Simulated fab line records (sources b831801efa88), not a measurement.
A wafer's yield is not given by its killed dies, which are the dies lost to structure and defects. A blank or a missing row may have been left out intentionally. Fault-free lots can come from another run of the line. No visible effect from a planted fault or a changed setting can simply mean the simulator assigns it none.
Comparing a struck lot with a sound one ; flow sky130 ; 31 steps out of a route of 708
Sound: these wafers, L595.1, L595.2, L595.5. The struck wafers were L610.3, L610.5, L610.6. The cause is given at the end.
For every step that has rows: the tool of each side, followed by ch and its chambers, followed by its first start. Under that, the readings that differ: sound wafers ; struck wafers ; difference of the means ; sigmas: that difference in standard deviations of wafers without a fault.
alike: same words and numbers on both sides, and readings whose means sit less than 2 such deviations apart. not compared: any withheld reading, any reading some wafer has no value for, any bound like >300 that may hide the same value, and any number with overlapping values for which the record gives no deviation.
The two part at a step that has a row with sigmas, a row that says differs or no value, or rows on one side only. Numbers that don't overlap but have no deviation are shown without sigmas and don't part them. Lack of a reading on every wafer of one side parts them only where that side has two or more wafers.

SKY_PWDE_OVL_MEAS_07:
  sound: overlay-01 at day 4 00:57; struck: overlay-01 at day 7 07:42
  alike: PWDE_OVL
then, 1 step without rows for these wafers: SKY_PWDE_IMPLANT_08.
SKY_PWDE_STRIP_09: strips in O2/N2.
  sound on plasma_asher-04 ch 0,1, day 4 01:08; struck on plasma_asher-04 ch 0,1, day 7 07:55
  alike: drypump_motor_current_A, oes_product_au, strip_time_to_endpoint_s
  not compared: rf_hours_counter_h
SKY_PWDE_TW_MEAS_10:
  sound: film_metro-01 at day 4 01:14; struck: film_metro-01 at day 7 08:00
  alike: PWDE_TW
then, 7 steps without rows for these wafers: SKY_NWELL_DEHYDRATE_03 (time 60 s); SKY_NWELL_HMDS_04 (prime time 60 s); SKY_NWELL_COAT_05 (resist thk 3000 nm); SKY_NWELL_SOFTBAKE_06; SKY_NWELL_EXPOSE_07 (exposes mask NWM, target cd 840 nm); SKY_NWELL_PEB_08; SKY_NWELL_DEVELOP_09 (develop time 60 s).
SKY_NWELL_OVL_MEAS_10:
  sound: overlay-02 at day 4 18:05; struck: overlay-02 at day 8 04:13
  alike: NWELL_00_OVL
SKY_NWELL_IMPLANT_11:
  sound on implanter-02 ch 0, day 4 18:07; struck on implanter-04 ch 0, day 8 04:17
reading;sound;struck;difference;sigmas
dose_ions_cm2;1.8987e+13 1.8963e+13 1.9035e+13;2.0215e+13 2.0285e+13 2.0257e+13;+1.2573e+12;+55
faraday_current_uA;104.2 107.7 107.5;110.9 111.9 114.3;+5.9;+3
  alike: end_station_pressure_torr
then, 2 steps without rows for these wafers: SKY_NWELL_IMPLANT_12; SKY_NWELL_IMPLANT_13.
SKY_NWELL_STRIP_14: strips in O2/N2.
  sound on plasma_asher-01 ch 0,1, day 4 18:34; struck on plasma_asher-03 ch 0,1, day 8 04:43
reading;sound;struck;difference;sigmas
drypump_motor_current_A (A);5.9 6.1 6.1;5.2 5.3 5.2;-0.8;-2
  alike: oes_product_au, strip_time_to_endpoint_s
  not compared: rf_hours_counter_h
SKY_NWELL_TW_MEAS_15:
  sound: film_metro-01 at day 4 18:40; struck: film_metro-03 at day 8 04:49
reading;sound;struck;difference;sigmas
NWELL_TW;1810 1810 1817;1882 1876 1877;+66;+4
then, 7 steps without rows for these wafers: SKY_NWELL_DEHYDRATE_16 (time 60 s); SKY_NWELL_HMDS_17 (prime time 60 s); SKY_NWELL_COAT_18 (resist thk 3000 nm); SKY_NWELL_SOFTBAKE_19; SKY_NWELL_EXPOSE_20 (exposes mask NWM COMPLEMENT, target cd 840 nm); SKY_NWELL_PEB_21; SKY_NWELL_DEVELOP_22 (develop time 60 s).
SKY_NWELL_OVL_MEAS_23:
  sound: overlay-01 at day 5 11:33; struck: overlay-02 at day 9 01:46
  alike: NWELL_01_OVL
then, 1 step without rows for these wafers: SKY_NWELL_IMPLANT_24.
SKY_NWELL_STRIP_25: strips in O2/N2.
  sound on plasma_asher-03 ch 0,1, day 5 11:44; struck on plasma_asher-04 ch 0,1, day 9 01:58
  alike: drypump_motor_current_A, oes_product_au, strip_time_to_endpoint_s
  not compared: rf_hours_counter_h
SKY_NWELL_TW_MEAS_26:
  sound: film_metro-03 at day 5 11:50; struck: film_metro-01 at day 9 02:03
  alike: NWELL_2_TW
then, 1 step without rows for these wafers: SKY_NWELL_CLEAN_27 (cleans in SC1/SC2, time 150 s).
SKY_NWELL_RTA_28: time 30 s.
  sound on rtp_anneal-02 ch 0, day 5 11:57; struck on rtp_anneal-01 ch 0, day 9 02:11
  alike: anneal_temp_c_max, lamp_power_pct, ramp_down_c_per_s, wafer_temp_C_max
SKY_NWELL_RS_MEAS_29: measures by four-point-probe.
  sound: film_metro-02 at day 5 12:03; struck: film_metro-03 at day 9 02:17
reading;sound;struck;difference;sigmas
NWELL_RS (ohm/sq);625.3 625.9 626.5;601.4 603.4 602.7;-23.4;-14

WHERE THEY PART
At SKY_NWELL_IMPLANT_11 first; at SKY_NWELL_RS_MEAS_29 last (within this record only).

WHY: the cause the simulator had injected
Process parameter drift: implanter-04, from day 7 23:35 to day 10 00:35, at SKY_NWELL_IMPLANT_11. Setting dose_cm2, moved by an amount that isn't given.
